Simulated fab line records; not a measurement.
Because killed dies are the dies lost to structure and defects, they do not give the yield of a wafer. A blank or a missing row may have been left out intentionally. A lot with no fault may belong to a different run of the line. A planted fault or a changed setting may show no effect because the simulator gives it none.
What tool caused it? || flow gf180mcu || 6 lots, 17 wafers sampled, at 3 steps of a route of 602

WHAT THE GAUGES SHOWED, per wafer
GF_PSD_RS_MEAS_14: uses a four-point probe to measure.
{"lot": "L912", "measured": "day 14 15:38", "on": "film metro-03", "NSD_RS (ohm/sq)": "46.08 46.21 46.16"}
{"lot": "L916", "measured": "day 16 04:25", "on": "film metro-03", "NSD_RS (ohm/sq)": "46.20 46.09 46.14"}
{"lot": "L923", "measured": "day 18 10:41", "on": "film metro-02", "NSD_RS (ohm/sq)": "46.14 40.90"}
{"lot": "L930", "measured": "day 21 10:39", "on": "film metro-02", "NSD_RS (ohm/sq)": "46.19 46.12 46.05"}
{"lot": "L932", "measured": "day 22 01:07", "on": "film metro-02", "NSD_RS (ohm/sq)": "45.99 45.96 46.04"}
{"lot": "L934", "measured": "day 22 06:35", "on": "film metro-01", "NSD_RS (ohm/sq)": "46.08 46.06 46.20"}

TOOL THAT RAN EACH LOT (tool first, then ch and the chambers of the sampled wafers, then the start)
{"lot": "L912", "GF_VT_IMPLANT_STRIP_31": "plasma asher-01 ch 0,1, day 7 02:11", "GF_PSD_RTA_13": "rtp anneal-01 ch 0, day 14 15:32"}
{"lot": "L916", "GF_VT_IMPLANT_STRIP_31": "plasma asher-03 ch 0, day 8 05:16", "GF_PSD_RTA_13": "rtp anneal-02 ch 0, day 16 04:19"}
{"lot": "L923", "GF_VT_IMPLANT_STRIP_31": "plasma asher-02 ch 1, day 10 02:35", "GF_PSD_RTA_13": "rtp anneal-01 ch 0, day 18 10:35"}
{"lot": "L930", "GF_VT_IMPLANT_STRIP_31": "plasma asher-01 ch 0,1, day 12 10:59", "GF_PSD_RTA_13": "rtp anneal-01 ch 0, day 21 10:33"}
{"lot": "L932", "GF_VT_IMPLANT_STRIP_31": "plasma asher-02 ch 0,1, day 12 22:57", "GF_PSD_RTA_13": "rtp anneal-01 ch 0, day 22 01:01"}
{"lot": "L934", "GF_VT_IMPLANT_STRIP_31": "plasma asher-02 ch 0, day 13 04:21", "GF_PSD_RTA_13": "rtp anneal-01 ch 0, day 22 06:29"}
- GF_VT_IMPLANT_STRIP_31: strips in O2/N2.
- GF_PSD_RTA_13: time 20 s.

THE ANSWER, worked out from the rows above alone
Rule: the lots themselves supply what counts as usual. The widest of any qualifying gaps counts: lots, ordered by their means at a reading, are off when they make up no more than a third of the lots, leave a main group of 4 or more, and stand apart from it by 3 or more times the standard deviation of that group's means. The tables above print the reading to a certain number of digits; a main group whose means all agree to those digits is not used. A lot without any number at a reading at which 4 lots or more have one is off too. All remaining lots with rows at the step are treated as sound.
Off: L923, seen at GF_PSD_RS_MEAS_14 (NSD_RS). The main group: mean 46.10 ohm/sq, standard deviation 0.056.
If a tool, at a process step before that reading, ran all the lots that are off and no sound lot after the first of them, it fits. Those tools and the gauges at GF_PSD_RS_MEAS_14 are tried in the same way. Of those tried, none fits.

WHAT THE SIMULATOR HAD INSERTED
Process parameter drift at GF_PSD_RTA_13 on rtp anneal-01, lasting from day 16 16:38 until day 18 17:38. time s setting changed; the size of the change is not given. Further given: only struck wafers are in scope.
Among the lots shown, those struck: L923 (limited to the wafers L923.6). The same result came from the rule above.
